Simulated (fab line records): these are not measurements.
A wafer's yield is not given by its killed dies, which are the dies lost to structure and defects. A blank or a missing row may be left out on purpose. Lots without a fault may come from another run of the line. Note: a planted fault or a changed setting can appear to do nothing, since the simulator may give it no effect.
A single fault, viewed from 2 desks / flow gf180mcu / only its own numbers are on each desk; what lay behind them is given at the end

DESK OF THE TOOL OWNER: litho track-04
The tool's own readings at GF_V2_DEVELOP_13 (develop time 60 s): means of the sampled wafers that have a number, for each lot that ran on this tool. Any lot whose mean is over 4 standard deviations away from the usual mean is out of limits and marked OUT; that distance is given in the brackets.
Columns: A = chill plate temp C at GF_V2_DEVELOP_13, usual 22.98 C
lot=L907; first seen here=day 22 21:29; A=22.98
lot=L923; first seen here=day 27 22:31; A=22.91
This desk found nothing out of limits on any of the 2 lots.

THE METROLOGY DESK
What the gauges read, lot by lot, whatever tool the lot ran on: means of the sampled wafers that have a number. Any lot whose mean is over 4 standard deviations away from the usual mean is out of limits and marked OUT; that distance is given in the brackets.
Columns: A = V1_W_THK at GF_V1_THK_MEAS_25, usual 348 nm
lot=L900; first seen here=day 18 00:55; A=344
lot=L903; first seen here=day 19 10:07; A=346
lot=L904; first seen here=day 19 19:47; A=357
lot=L905; first seen here=day 20 10:32; A=354
lot=L907; first seen here=day 20 19:08; A=346
lot=L908; first seen here=day 21 10:10; A=342
lot=L909; first seen here=day 21 21:46; A=347
lot=L910; first seen here=day 22 01:07; A=351
lot=L912; first seen here=day 22 18:00; A=350
lot=L913; first seen here=day 23 03:11; A=355
lot=L915; first seen here=day 23 22:20; A=344
lot=L920; first seen here=day 25 04:20; A=348
lot=L921; first seen here=day 25 15:05; A=355
lot=L923; first seen here=day 26 04:56; A=339
This desk found nothing out of limits on any of the 14 lots.

PUT TOGETHER
Nothing out of limits was seen by the tool owner's desk.
Metrology desk: nothing out of limits seen.

WHAT WAS PUT IN BY THE SIMULATOR
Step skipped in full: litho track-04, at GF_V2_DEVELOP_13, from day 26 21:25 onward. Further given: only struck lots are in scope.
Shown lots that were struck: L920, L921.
